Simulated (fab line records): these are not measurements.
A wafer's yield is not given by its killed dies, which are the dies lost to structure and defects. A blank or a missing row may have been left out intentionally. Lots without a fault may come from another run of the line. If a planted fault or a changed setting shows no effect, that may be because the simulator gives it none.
fab line records / flow gf180mcu
[record] lots = 14 wafers = 42 lastDay = 35
route steps=602 shown VT_IMPLANT@98 CONTACT@289
lots that met no fault: taken from a fault-free run of the same line
startH: the number of hours between the record's first day and the start of the first shown wafer of the lot / waitH: hours from the lot's prior step to this one / " unchanged from the row above / L1.1+2: a single row standing in for several wafers / - no value present, or no start provided / * or withheld: withheld / < > ~ a bound
route shown NAME@n: a module of which the file shows steps, and the number in the route of the first / usual: the fault-free wafers' mean and standard deviation / same: alike in all rows / chamber/n: place in a boat / sites: the reading at each site / _std_site: how widely they spread, as a standard deviation / _edge_site: mean of outer sites minus mean of inner sites / radiusMm: for every site, how far away it sits from the centre of the wafer / mask NAME#n: copy n / behind: the most recent tool/chamber to have shaped the wafer / hold: reason for holding the lot/hours on hold/outcome of the hold / device: the n, p or np transistor that did not switch / end of line: tests run on the same wafers once the route is complete / for a step that has no rows: nothing shown but its recipe / killed: not the wafer's yield, but the dies lost to structure and defects at the first sort / map: shows each die of a wafer: x if killed, . if not, _ if none is there
set.NAME: the setting the step ran with; set.NAME@STEP: the setting that earlier step ran with / model.NAME: the simulator's own value behind a step, which no gauge read
a sample of lots followed through the steps of the route, with each step as a table and each wafer as a row
services: a tool's chamber out of use, with start hour (startH, from the record's first day; less than 0 if before it), hours out, and reason
[[steps]]
[step GF_VT_IMPLANT_IMPLANT_08]
[recipe] species = BF2 energyKev = 20 doseCm2 = 8.29e+12 tiltDeg = 7
[usual] beamEnergyKeV = 20.000/0.0062
lot.wafer=L848.2 tool=implanter-03 chamber=0 startH=112.67 waitH=0.0 beamEnergyKeV=20.002
lot.wafer=L848.4 tool=implanter-03 chamber=0 startH=112.67 waitH=0.0 beamEnergyKeV=20.003
lot.wafer=L848.6 tool=implanter-03 chamber=0 startH=112.67 waitH=0.0 beamEnergyKeV=20.003
lot.wafer=L849.1 tool=implanter-03 chamber=0 startH=125.53 waitH=0.0 beamEnergyKeV=20.011
lot.wafer=L849.4 tool=implanter-03 chamber=0 startH=125.53 waitH=0.0 beamEnergyKeV=20.001
lot.wafer=L849.6 tool=implanter-03 chamber=0 startH=125.53 waitH=0.0 beamEnergyKeV=19.994
lot.wafer=L850.1 tool=implanter-02 chamber=0 startH=137.58 waitH=0.0 beamEnergyKeV=19.991
lot.wafer=L850.5 tool=implanter-02 chamber=0 startH=137.58 waitH=0.0 beamEnergyKeV=19.988
lot.wafer=L850.6 tool=implanter-02 chamber=0 startH=137.58 waitH=0.0 beamEnergyKeV=19.998
lot.wafer=L852.1 tool=implanter-04 chamber=0 startH=142.69 waitH=0.0 beamEnergyKeV=20.005
lot.wafer=L852.3 tool=implanter-04 chamber=0 startH=142.69 waitH=0.0 beamEnergyKeV=20.008
lot.wafer=L852.6 tool=implanter-04 chamber=0 startH=142.69 waitH=0.0 beamEnergyKeV=20.004
lot.wafer=L853.1 tool=implanter-02 chamber=0 startH=146.43 waitH=0.0 beamEnergyKeV=19.995
lot.wafer=L853.2 tool=implanter-02 chamber=0 startH=146.43 waitH=0.0 beamEnergyKeV=20.011
lot.wafer=L853.4 tool=implanter-02 chamber=0 startH=146.43 waitH=0.0 beamEnergyKeV=20.006
lot.wafer=L854.1 tool=implanter-02 chamber=0 startH=157.24 waitH=0.0 beamEnergyKeV=19.997
lot.wafer=L854.2 tool=implanter-02 chamber=0 startH=157.24 waitH=0.0 beamEnergyKeV=19.997
lot.wafer=L854.4 tool=implanter-02 chamber=0 startH=157.24 waitH=0.0 beamEnergyKeV=19.993
lot.wafer=L856.1 tool=implanter-04 chamber=0 startH=165.79 waitH=0.0 beamEnergyKeV=20.002
lot.wafer=L856.5 tool=implanter-04 chamber=0 startH=165.79 waitH=0.0 beamEnergyKeV=20.017
lot.wafer=L856.6 tool=implanter-04 chamber=0 startH=165.79 waitH=0.0 beamEnergyKeV=20.013
lot.wafer=L859.1 tool=implanter-04 chamber=0 startH=179.89 waitH=0.0 beamEnergyKeV=19.998
lot.wafer=L859.3 tool=implanter-04 chamber=0 startH=179.89 waitH=0.0 beamEnergyKeV=20.003
lot.wafer=L859.6 tool=implanter-04 chamber=0 startH=179.89 waitH=0.0 beamEnergyKeV=19.998
lot.wafer=L860.1 tool=implanter-03 chamber=0 startH=190.14 waitH=0.0 beamEnergyKeV=19.996
lot.wafer=L860.3 tool=implanter-03 chamber=0 startH=190.14 waitH=0.0 beamEnergyKeV=19.996
lot.wafer=L860.5 tool=implanter-03 chamber=0 startH=190.14 waitH=0.0 beamEnergyKeV=19.996
lot.wafer=L864.1 tool=implanter-03 chamber=0 startH=213.40 waitH=0.0 beamEnergyKeV=20.001
lot.wafer=L864.2 tool=implanter-03 chamber=0 startH=213.40 waitH=0.0 beamEnergyKeV=19.995
lot.wafer=L864.3 tool=implanter-03 chamber=0 startH=213.40 waitH=0.0 beamEnergyKeV=19.997
lot.wafer=L867.2 tool=implanter-04 chamber=0 startH=232.42 waitH=0.0 beamEnergyKeV=22.648
lot.wafer=L867.3 tool=implanter-04 chamber=0 startH=232.42 waitH=0.0 beamEnergyKeV=22.640
lot.wafer=L867.6 tool=implanter-04 chamber=0 startH=232.42 waitH=0.0 beamEnergyKeV=22.654
lot.wafer=L869.3 tool=implanter-04 chamber=0 startH=244.64 waitH=0.1 beamEnergyKeV=22.654
lot.wafer=L869.5 tool=implanter-04 chamber=0 startH=244.64 waitH=0.1 beamEnergyKeV=22.642
lot.wafer=L869.6 tool=implanter-04 chamber=0 startH=244.64 waitH=0.1 beamEnergyKeV=22.653
lot.wafer=L870.3 tool=implanter-04 chamber=0 startH=252.94 waitH=0.1 beamEnergyKeV=22.651
lot.wafer=L870.4 tool=implanter-04 chamber=0 startH=252.94 waitH=0.1 beamEnergyKeV=22.650
lot.wafer=L870.6 tool=implanter-04 chamber=0 startH=252.94 waitH=0.1 beamEnergyKeV=22.652
lot.wafer=L871.2 tool=implanter-02 chamber=0 startH=260.17 waitH=0.0 beamEnergyKeV=20.002
lot.wafer=L871.3 tool=implanter-02 chamber=0 startH=260.17 waitH=0.0 beamEnergyKeV=20.000
lot.wafer=L871.6 tool=implanter-02 chamber=0 startH=260.17 waitH=0.0 beamEnergyKeV=20.001
[step GF_VT_IMPLANT_TW_MEAS_10]
[usual] VT_IMPLANT_TW = 564/4.8
lot.wafer=L848.2 tool=filmMetro-03 chamber=- startH=112.91 waitH=0.1 VT_IMPLANT_TW=561
lot.wafer=L848.4 tool=filmMetro-03 chamber=- startH=112.91 waitH=0.1 VT_IMPLANT_TW=562
lot.wafer=L848.6 tool=filmMetro-03 chamber=- startH=112.91 waitH=0.1 VT_IMPLANT_TW=565
lot.wafer=L849.1 tool=filmMetro-02 chamber=- startH=125.78 waitH=0.1 VT_IMPLANT_TW=558
lot.wafer=L849.4 tool=filmMetro-02 chamber=- startH=125.78 waitH=0.1 VT_IMPLANT_TW=556
lot.wafer=L849.6 tool=filmMetro-02 chamber=- startH=125.78 waitH=0.1 VT_IMPLANT_TW=561
lot.wafer=L850.1 tool=filmMetro-02 chamber=- startH=137.83 waitH=0.1 VT_IMPLANT_TW=559
lot.wafer=L850.5 tool=filmMetro-02 chamber=- startH=137.83 waitH=0.1 VT_IMPLANT_TW=557
lot.wafer=L850.6 tool=filmMetro-02 chamber=- startH=137.83 waitH=0.1 VT_IMPLANT_TW=557
lot.wafer=L852.1 tool=filmMetro-03 chamber=- startH=142.94 waitH=0.1 VT_IMPLANT_TW=557
lot.wafer=L852.3 tool=filmMetro-03 chamber=- startH=142.94 waitH=0.1 VT_IMPLANT_TW=558
lot.wafer=L852.6 tool=filmMetro-03 chamber=- startH=142.94 waitH=0.1 VT_IMPLANT_TW=558
lot.wafer=L853.1 tool=filmMetro-02 chamber=- startH=146.68 waitH=0.1 VT_IMPLANT_TW=561
lot.wafer=L853.2 tool=filmMetro-02 chamber=- startH=146.68 waitH=0.1 VT_IMPLANT_TW=564
lot.wafer=L853.4 tool=filmMetro-02 chamber=- startH=146.68 waitH=0.1 VT_IMPLANT_TW=563
lot.wafer=L854.1 tool=filmMetro-03 chamber=- startH=157.49 waitH=0.1 VT_IMPLANT_TW=564
lot.wafer=L854.2 tool=filmMetro-03 chamber=- startH=157.49 waitH=0.1 VT_IMPLANT_TW=563
lot.wafer=L854.4 tool=filmMetro-03 chamber=- startH=157.49 waitH=0.1 VT_IMPLANT_TW=564
lot.wafer=L856.1 tool=filmMetro-03 chamber=- startH=166.04 waitH=0.1 VT_IMPLANT_TW=563
lot.wafer=L856.5 tool=filmMetro-03 chamber=- startH=166.04 waitH=0.1 VT_IMPLANT_TW=563
lot.wafer=L856.6 tool=filmMetro-03 chamber=- startH=166.04 waitH=0.1 VT_IMPLANT_TW=560
lot.wafer=L859.1 tool=filmMetro-04 chamber=- startH=180.14 waitH=0.1 VT_IMPLANT_TW=575
lot.wafer=L859.3 tool=filmMetro-04 chamber=- startH=180.14 waitH=0.1 VT_IMPLANT_TW=573
lot.wafer=L859.6 tool=filmMetro-04 chamber=- startH=180.14 waitH=0.1 VT_IMPLANT_TW=572
lot.wafer=L860.1 tool=filmMetro-04 chamber=- startH=190.39 waitH=0.1 VT_IMPLANT_TW=571
lot.wafer=L860.3 tool=filmMetro-04 chamber=- startH=190.39 waitH=0.1 VT_IMPLANT_TW=569
lot.wafer=L860.5 tool=filmMetro-04 chamber=- startH=190.39 waitH=0.1 VT_IMPLANT_TW=570
lot.wafer=L864.1 tool=filmMetro-03 chamber=- startH=213.65 waitH=0.1 VT_IMPLANT_TW=558
lot.wafer=L864.2 tool=filmMetro-03 chamber=- startH=213.65 waitH=0.1 VT_IMPLANT_TW=559
lot.wafer=L864.3 tool=filmMetro-03 chamber=- startH=213.65 waitH=0.1 VT_IMPLANT_TW=555
lot.wafer=L867.2 tool=filmMetro-04 chamber=- startH=232.65 waitH=0.1 VT_IMPLANT_TW=588
lot.wafer=L867.3 tool=filmMetro-04 chamber=- startH=232.65 waitH=0.1 VT_IMPLANT_TW=592
lot.wafer=L867.6 tool=filmMetro-04 chamber=- startH=232.65 waitH=0.1 VT_IMPLANT_TW=588
lot.wafer=L869.3 tool=filmMetro-02 chamber=- startH=244.86 waitH=0.1 VT_IMPLANT_TW=582
lot.wafer=L869.5 tool=filmMetro-02 chamber=- startH=244.86 waitH=0.1 VT_IMPLANT_TW=583
lot.wafer=L869.6 tool=filmMetro-02 chamber=- startH=244.86 waitH=0.1 VT_IMPLANT_TW=586
lot.wafer=L870.3 tool=filmMetro-02 chamber=- startH=253.16 waitH=0.1 VT_IMPLANT_TW=585
lot.wafer=L870.4 tool=filmMetro-02 chamber=- startH=253.16 waitH=0.1 VT_IMPLANT_TW=582
lot.wafer=L870.6 tool=filmMetro-02 chamber=- startH=253.16 waitH=0.1 VT_IMPLANT_TW=582
lot.wafer=L871.2 tool=filmMetro-02 chamber=- startH=260.40 waitH=0.1 VT_IMPLANT_TW=566
lot.wafer=L871.3 tool=filmMetro-02 chamber=- startH=260.40 waitH=0.1 VT_IMPLANT_TW=563
lot.wafer=L871.6 tool=filmMetro-02 chamber=- startH=260.40 waitH=0.1 VT_IMPLANT_TW=563
[step GF_VT_IMPLANT_OVL_MEAS_18]
[usual] VT_IMPLANT_01_OVL = -1.1/1.3
lot.wafer=L848.2 tool=overlay-02 chamber=- startH=128.05 waitH=0.1 VT_IMPLANT_01_OVL[nm]=-0.1
lot.wafer=L848.4 tool=overlay-02 chamber=- startH=128.05 waitH=0.1 VT_IMPLANT_01_OVL[nm]=-0.6
lot.wafer=L848.6 tool=overlay-02 chamber=- startH=128.05 waitH=0.1 VT_IMPLANT_01_OVL[nm]=2.0
lot.wafer=L849.1 tool=overlay-01 chamber=- startH=141.06 waitH=0.1 VT_IMPLANT_01_OVL[nm]=0.5
lot.wafer=L849.4 tool=overlay-01 chamber=- startH=141.06 waitH=0.1 VT_IMPLANT_01_OVL[nm]=1.9
lot.wafer=L849.6 tool=overlay-01 chamber=- startH=141.06 waitH=0.1 VT_IMPLANT_01_OVL[nm]=0.6
lot.wafer=L850.1 tool=overlay-02 chamber=- startH=152.76 waitH=0.1 VT_IMPLANT_01_OVL[nm]=-0.1
lot.wafer=L850.5 tool=overlay-02 chamber=- startH=152.76 waitH=0.1 VT_IMPLANT_01_OVL[nm]=-0.6
lot.wafer=L850.6 tool=overlay-02 chamber=- startH=152.76 waitH=0.1 VT_IMPLANT_01_OVL[nm]=-1.9
lot.wafer=L852.1 tool=overlay-02 chamber=- startH=158.11 waitH=0.1 VT_IMPLANT_01_OVL[nm]=-3.0
lot.wafer=L852.3 tool=overlay-02 chamber=- startH=158.11 waitH=0.1 VT_IMPLANT_01_OVL[nm]=0.4
lot.wafer=L852.6 tool=overlay-02 chamber=- startH=158.11 waitH=0.1 VT_IMPLANT_01_OVL[nm]=-1.6
lot.wafer=L853.1 tool=overlay-02 chamber=- startH=162.41 waitH=0.1 VT_IMPLANT_01_OVL[nm]=-2.1
lot.wafer=L853.2 tool=overlay-02 chamber=- startH=162.41 waitH=0.1 VT_IMPLANT_01_OVL[nm]=-4.6
lot.wafer=L853.4 tool=overlay-02 chamber=- startH=162.41 waitH=0.1 VT_IMPLANT_01_OVL[nm]=-1.8
lot.wafer=L854.1 tool=overlay-01 chamber=- startH=174.24 waitH=0.1 VT_IMPLANT_01_OVL[nm]=-1.3
lot.wafer=L854.2 tool=overlay-01 chamber=- startH=174.24 waitH=0.1 VT_IMPLANT_01_OVL[nm]=-1.4
lot.wafer=L854.4 tool=overlay-01 chamber=- startH=174.24 waitH=0.1 VT_IMPLANT_01_OVL[nm]=-0.5
lot.wafer=L856.1 tool=overlay-02 chamber=- startH=183.21 waitH=0.1 VT_IMPLANT_01_OVL[nm]=0.2
lot.wafer=L856.5 tool=overlay-02 chamber=- startH=183.21 waitH=0.1 VT_IMPLANT_01_OVL[nm]=-2.5
lot.wafer=L856.6 tool=overlay-02 chamber=- startH=183.21 waitH=0.1 VT_IMPLANT_01_OVL[nm]=-2.1
lot.wafer=L859.1 tool=overlay-02 chamber=- startH=197.16 waitH=0.1 VT_IMPLANT_01_OVL[nm]=-3.1
lot.wafer=L859.3 tool=overlay-02 chamber=- startH=197.16 waitH=0.1 VT_IMPLANT_01_OVL[nm]=-1.8
lot.wafer=L859.6 tool=overlay-02 chamber=- startH=197.16 waitH=0.1 VT_IMPLANT_01_OVL[nm]=-1.7
lot.wafer=L860.1 tool=overlay-01 chamber=- startH=207.11 waitH=0.1 VT_IMPLANT_01_OVL[nm]=0.9
lot.wafer=L860.3 tool=overlay-01 chamber=- startH=207.11 waitH=0.1 VT_IMPLANT_01_OVL[nm]=-0.9
lot.wafer=L860.5 tool=overlay-01 chamber=- startH=207.11 waitH=0.1 VT_IMPLANT_01_OVL[nm]=-1.3
lot.wafer=L864.1 tool=overlay-01 chamber=- startH=232.41 waitH=0.1 VT_IMPLANT_01_OVL[nm]=-2.5
lot.wafer=L864.2 tool=overlay-01 chamber=- startH=232.41 waitH=0.1 VT_IMPLANT_01_OVL[nm]=-1.3
lot.wafer=L864.3 tool=overlay-01 chamber=- startH=232.41 waitH=0.1 VT_IMPLANT_01_OVL[nm]=-1.5
lot.wafer=L867.2 tool=overlay-01 chamber=- startH=250.96 waitH=0.1 VT_IMPLANT_01_OVL[nm]=-1.9
lot.wafer=L867.3 tool=overlay-01 chamber=- startH=250.96 waitH=0.1 VT_IMPLANT_01_OVL[nm]=-0.4
lot.wafer=L867.6 tool=overlay-01 chamber=- startH=250.96 waitH=0.1 VT_IMPLANT_01_OVL[nm]=-0.1
lot.wafer=L869.3 tool=overlay-01 chamber=- startH=263.95 waitH=0.1 VT_IMPLANT_01_OVL[nm]=0.8
lot.wafer=L869.5 tool=overlay-01 chamber=- startH=263.95 waitH=0.1 VT_IMPLANT_01_OVL[nm]=0.2
lot.wafer=L869.6 tool=overlay-01 chamber=- startH=263.95 waitH=0.1 VT_IMPLANT_01_OVL[nm]=-0.9
lot.wafer=L870.3 tool=overlay-02 chamber=- startH=272.95 waitH=0.1 VT_IMPLANT_01_OVL[nm]=-1.0
lot.wafer=L870.4 tool=overlay-02 chamber=- startH=272.95 waitH=0.1 VT_IMPLANT_01_OVL[nm]=-0.9
lot.wafer=L870.6 tool=overlay-02 chamber=- startH=272.95 waitH=0.1 VT_IMPLANT_01_OVL[nm]=-1.6
lot.wafer=L871.2 tool=overlay-01 chamber=- startH=280.06 waitH=0.1 VT_IMPLANT_01_OVL[nm]=-1.3
lot.wafer=L871.3 tool=overlay-01 chamber=- startH=280.06 waitH=0.1 VT_IMPLANT_01_OVL[nm]=-2.6
lot.wafer=L871.6 tool=overlay-01 chamber=- startH=280.06 waitH=0.1 VT_IMPLANT_01_OVL[nm]=-0.4
[step GF_CONTACT_CVD_02]
[recipe] material = SiO2 targetThkNm = 860 precursor = TEOS tempC = 400 timeS = 95.992 rfW = 600
[usual] heaterPowerW = 655/100
[same] timeS = 95.992
lot.wafer=L848.2 tool=pecvd-01 chamber=2 startH=344.40 waitH=0.0 heaterPowerW=514
lot.wafer=L848.4 tool=pecvd-01 chamber=2 startH=344.40 waitH=0.0 heaterPowerW=544
lot.wafer=L848.6 tool=pecvd-01 chamber=0 startH=344.40 waitH=0.0 heaterPowerW=524
lot.wafer=L849.1 tool=pecvd-03 chamber=0 startH=365.33 waitH=0.1 heaterPowerW=743
lot.wafer=L849.4 tool=pecvd-03 chamber=2 startH=365.33 waitH=0.1 heaterPowerW=753
lot.wafer=L849.6 tool=pecvd-03 chamber=1 startH=365.33 waitH=0.1 heaterPowerW=873
lot.wafer=L850.1 tool=pecvd-03 chamber=2 startH=384.29 waitH=0.1 heaterPowerW=693
lot.wafer=L850.5 tool=pecvd-03 chamber=0 startH=384.29 waitH=0.1 heaterPowerW=757
lot.wafer=L850.6 tool=pecvd-03 chamber=1 startH=384.29 waitH=0.1 heaterPowerW=744
lot.wafer=L852.1 tool=pecvd-01 chamber=0 startH=390.81 waitH=0.1 heaterPowerW=633
lot.wafer=L852.3 tool=pecvd-01 chamber=1 startH=390.81 waitH=0.1 heaterPowerW=624
lot.wafer=L852.6 tool=pecvd-01 chamber=1 startH=390.81 waitH=0.1 heaterPowerW=664
lot.wafer=L853.1 tool=pecvd-02 chamber=1 startH=396.52 waitH=0.1 heaterPowerW=844
lot.wafer=L853.2 tool=pecvd-02 chamber=2 startH=396.52 waitH=0.1 heaterPowerW=626
lot.wafer=L853.4 tool=pecvd-02 chamber=0 startH=396.52 waitH=0.1 heaterPowerW=500
lot.wafer=L854.1 tool=pecvd-01 chamber=0 startH=410.61 waitH=0.1 heaterPowerW=589
lot.wafer=L854.2 tool=pecvd-01 chamber=2 startH=410.61 waitH=0.1 heaterPowerW=541
lot.wafer=L854.4 tool=pecvd-01 chamber=1 startH=410.61 waitH=0.1 heaterPowerW=679
lot.wafer=L856.1 tool=pecvd-02 chamber=0 startH=432.18 waitH=0.1 heaterPowerW=589
lot.wafer=L856.5 tool=pecvd-02 chamber=0 startH=432.18 waitH=0.1 heaterPowerW=618
lot.wafer=L856.6 tool=pecvd-02 chamber=1 startH=432.18 waitH=0.1 heaterPowerW=695
lot.wafer=L859.1 tool=pecvd-03 chamber=0 startH=443.13 waitH=0.1 heaterPowerW=697
lot.wafer=L859.3 tool=pecvd-03 chamber=2 startH=443.13 waitH=0.1 heaterPowerW=787
lot.wafer=L859.6 tool=pecvd-03 chamber=0 startH=443.13 waitH=0.1 heaterPowerW=740
lot.wafer=L860.1 tool=pecvd-03 chamber=2 startH=459.03 waitH=0.1 heaterPowerW=791
lot.wafer=L860.3 tool=pecvd-03 chamber=1 startH=459.03 waitH=0.1 heaterPowerW=788
lot.wafer=L860.5 tool=pecvd-03 chamber=1 startH=459.03 waitH=0.1 heaterPowerW=645
lot.wafer=L864.1 tool=pecvd-03 chamber=0 startH=493.15 waitH=0.1 heaterPowerW=716
lot.wafer=L864.2 tool=pecvd-03 chamber=2 startH=493.15 waitH=0.1 heaterPowerW=812
lot.wafer=L864.3 tool=pecvd-03 chamber=1 startH=493.15 waitH=0.1 heaterPowerW=768
lot.wafer=L867.2 tool=pecvd-02 chamber=2 startH=517.23 waitH=0.0 heaterPowerW=618
lot.wafer=L867.3 tool=pecvd-02 chamber=0 startH=517.23 waitH=0.0 heaterPowerW=484
lot.wafer=L867.6 tool=pecvd-02 chamber=2 startH=517.23 waitH=0.0 heaterPowerW=717
lot.wafer=L869.3 tool=pecvd-01 chamber=1 startH=534.54 waitH=0.0 heaterPowerW=563
lot.wafer=L869.5 tool=pecvd-01 chamber=0 startH=534.54 waitH=0.0 heaterPowerW=681
lot.wafer=L869.6 tool=pecvd-01 chamber=1 startH=534.54 waitH=0.0 heaterPowerW=618
lot.wafer=L870.3 tool=pecvd-01 chamber=0 startH=539.57 waitH=0.0 heaterPowerW=534
lot.wafer=L870.4 tool=pecvd-01 chamber=2 startH=539.57 waitH=0.0 heaterPowerW=514
lot.wafer=L870.6 tool=pecvd-01 chamber=1 startH=539.57 waitH=0.0 heaterPowerW=544
lot.wafer=L871.2 tool=pecvd-03 chamber=2 startH=546.58 waitH=0.0 heaterPowerW=769
lot.wafer=L871.3 tool=pecvd-03 chamber=2 startH=546.58 waitH=0.0 heaterPowerW=823
lot.wafer=L871.6 tool=pecvd-03 chamber=2 startH=546.58 waitH=0.0 heaterPowerW=658
[step GF_CONTACT_CD_MEAS_14]
[recipe] targetCdNm = 220
[usual] cdNm = 220.3/1.6
lot.wafer=L848.2 tool=cdSem-02 chamber=- startH=367.38 waitH=0.1 cdNm=220.6
lot.wafer=L848.4 tool=cdSem-02 chamber=- startH=367.38 waitH=0.1 cdNm=220.9
lot.wafer=L848.6 tool=cdSem-02 chamber=- startH=367.38 waitH=0.1 cdNm=221.8
lot.wafer=L849.1 tool=cdSem-01 chamber=- startH=389.39 waitH=0.1 cdNm=221.5
lot.wafer=L849.4 tool=cdSem-01 chamber=- startH=389.39 waitH=0.1 cdNm=220.5
lot.wafer=L849.6 tool=cdSem-01 chamber=- startH=389.39 waitH=0.1 cdNm=220.5
lot.wafer=L850.1 tool=cdSem-01 chamber=- startH=408.59 waitH=0.1 cdNm=222.6
lot.wafer=L850.5 tool=cdSem-01 chamber=- startH=408.59 waitH=0.1 cdNm=221.8
lot.wafer=L850.6 tool=cdSem-01 chamber=- startH=408.59 waitH=0.1 cdNm=221.5
lot.wafer=L852.1 tool=cdSem-01 chamber=- startH=415.19 waitH=0.1 cdNm=217.6
lot.wafer=L852.3 tool=cdSem-01 chamber=- startH=415.19 waitH=0.1 cdNm=218.9
lot.wafer=L852.6 tool=cdSem-01 chamber=- startH=415.19 waitH=0.1 cdNm=219.7
lot.wafer=L853.1 tool=cdSem-02 chamber=- startH=420.79 waitH=0.1 cdNm=220.6
lot.wafer=L853.2 tool=cdSem-02 chamber=- startH=420.79 waitH=0.1 cdNm=221.9
lot.wafer=L853.4 tool=cdSem-02 chamber=- startH=420.79 waitH=0.1 cdNm=223.3
lot.wafer=L854.1 tool=cdSem-01 chamber=- startH=434.91 waitH=0.1 cdNm=220.9
lot.wafer=L854.2 tool=cdSem-01 chamber=- startH=434.91 waitH=0.1 cdNm=221.1
lot.wafer=L854.4 tool=cdSem-01 chamber=- startH=434.91 waitH=0.1 cdNm=221.2
lot.wafer=L856.1 tool=cdSem-02 chamber=- startH=457.91 waitH=0.1 cdNm=219.8
lot.wafer=L856.5 tool=cdSem-02 chamber=- startH=457.91 waitH=0.1 cdNm=220.3
lot.wafer=L856.6 tool=cdSem-02 chamber=- startH=457.91 waitH=0.1 cdNm=221.1
lot.wafer=L859.1 tool=cdSem-02 chamber=- startH=468.34 waitH=0.1 cdNm=218.0
lot.wafer=L859.3 tool=cdSem-02 chamber=- startH=468.34 waitH=0.1 cdNm=217.5
lot.wafer=L859.6 tool=cdSem-02 chamber=- startH=468.34 waitH=0.1 cdNm=217.8
lot.wafer=L860.1 tool=cdSem-02 chamber=- startH=484.36 waitH=0.1 cdNm=219.7
lot.wafer=L860.3 tool=cdSem-02 chamber=- startH=484.36 waitH=0.1 cdNm=219.2
lot.wafer=L860.5 tool=cdSem-02 chamber=- startH=484.36 waitH=0.1 cdNm=220.5
lot.wafer=L864.1 tool=cdSem-01 chamber=- startH=517.45 waitH=0.1 cdNm=217.3
lot.wafer=L864.2 tool=cdSem-01 chamber=- startH=517.45 waitH=0.1 cdNm=217.3
lot.wafer=L864.3 tool=cdSem-01 chamber=- startH=517.45 waitH=0.1 cdNm=217.3
lot.wafer=L867.2 tool=cdSem-01 chamber=- startH=540.12 waitH=0.1 cdNm=221.1
lot.wafer=L867.3 tool=cdSem-01 chamber=- startH=540.12 waitH=0.1 cdNm=220.1
lot.wafer=L867.6 tool=cdSem-01 chamber=- startH=540.12 waitH=0.1 cdNm=220.6
lot.wafer=L869.3 tool=cdSem-01 chamber=- startH=557.84 waitH=0.1 cdNm=219.2
lot.wafer=L869.5 tool=cdSem-01 chamber=- startH=557.84 waitH=0.1 cdNm=219.6
lot.wafer=L869.6 tool=cdSem-01 chamber=- startH=557.84 waitH=0.1 cdNm=221.7
lot.wafer=L870.3 tool=cdSem-01 chamber=- startH=563.35 waitH=0.1 cdNm=219.9
lot.wafer=L870.4 tool=cdSem-01 chamber=- startH=563.35 waitH=0.1 cdNm=220.7
lot.wafer=L870.6 tool=cdSem-01 chamber=- startH=563.35 waitH=0.1 cdNm=222.3
lot.wafer=L871.2 tool=cdSem-02 chamber=- startH=569.58 waitH=0.1 cdNm=219.3
lot.wafer=L871.3 tool=cdSem-02 chamber=- startH=569.58 waitH=0.1 cdNm=220.4
lot.wafer=L871.6 tool=cdSem-02 chamber=- startH=569.58 waitH=0.1 cdNm=219.8
[[services]]
tool=pecvd-01 chamber=- startH=88.75 hours=1.3 kind=repair
tool=pecvd-02 chamber=- startH=116.63 hours=1.2 kind=repair
tool=pecvd-03 chamber=- startH=126.06 hours=2.0 kind=repair
tool=pecvd-03 chamber=- startH=135.31 hours=2.7 kind=repair
tool=pecvd-03 chamber=- startH=151.85 hours=2.7 kind=repair
tool=implanter-02 chamber=- startH=158.57 hours=2.7 kind=repair
tool=implanter-02 chamber=- startH=161.27 hours=13.3 kind=pm
tool=pecvd-03 chamber=- startH=174.96 hours=14.6 kind=pm
tool=implanter-02 chamber=- startH=183.77 hours=5.2 kind=repair
tool=pecvd-01 chamber=- startH=189.04 hours=2.8 kind=pm
tool=implanter-02 chamber=- startH=231.83 hours=5.1 kind=pm
tool=pecvd-03 chamber=1 startH=274.61 hours=20.2 kind=repair
tool=implanter-02 chamber=- startH=286.75 hours=0.6 kind=repair
tool=pecvd-03 chamber=0 startH=301.13 hours=4.7 kind=repair
tool=pecvd-01 chamber=- startH=360.72 hours=5.5 kind=pm
tool=pecvd-03 chamber=- startH=368.88 hours=14.0 kind=pm
tool=pecvd-01 chamber=- startH=410.68 hours=6.0 kind=pm
tool=implanter-03 chamber=- startH=419.97 hours=1.1 kind=repair
tool=implanter-02 chamber=- startH=439.52 hours=4.4 kind=pm
tool=implanter-04 chamber=- startH=500.54 hours=6.1 kind=repair
tool=pecvd-03 chamber=- startH=507.84 hours=0.7 kind=repair
tool=implanter-04 chamber=- startH=515.17 hours=1.1 kind=repair
tool=implanter-04 chamber=- startH=525.02 hours=2.0 kind=repair
tool=pecvd-03 chamber=0 startH=532.00 hours=21.2 kind=repair
[[key]]
[firstSign] step = GF_VT_IMPLANT_IMPLANT_08 reading = beamEnergyKeV direction = up sigmas = 99+ usual = 20.000 struck = 22.649
[effect] step = GF_VT_IMPLANT_TW_MEAS_10 reading = VT_IMPLANT_TW direction = up sigmas = 4.4 usual = 564 struck = 585
metAt GF_VT_IMPLANT_IMPLANT_08
struckLots L867,L869,L870
testerLeftOut L867,L869,L870
notActingAt GF_VT_IMPLANT_OVL_MEAS_18,GF_CONTACT_CVD_02,GF_CONTACT_CD_MEAS_14
onsetBetween 179.89 232.42
[fault] kind = processParameterDrift tool = implanter-04 chamber = - onsetH = 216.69 steps = GF_VT_IMPLANT_IMPLANT_08 channel = energyKev offset = 2.6477 shape = step endH = 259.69 actsIn = theseRecipesOnly stated = 20
// testerLeftOut: of these lots the tester's yield and bins aren't shown, on N5 and GAA mostly nor the transistor test; their killed dies are dies lost to structure and defects alone, not to doping, threshold or leakage, so they don't give the yield
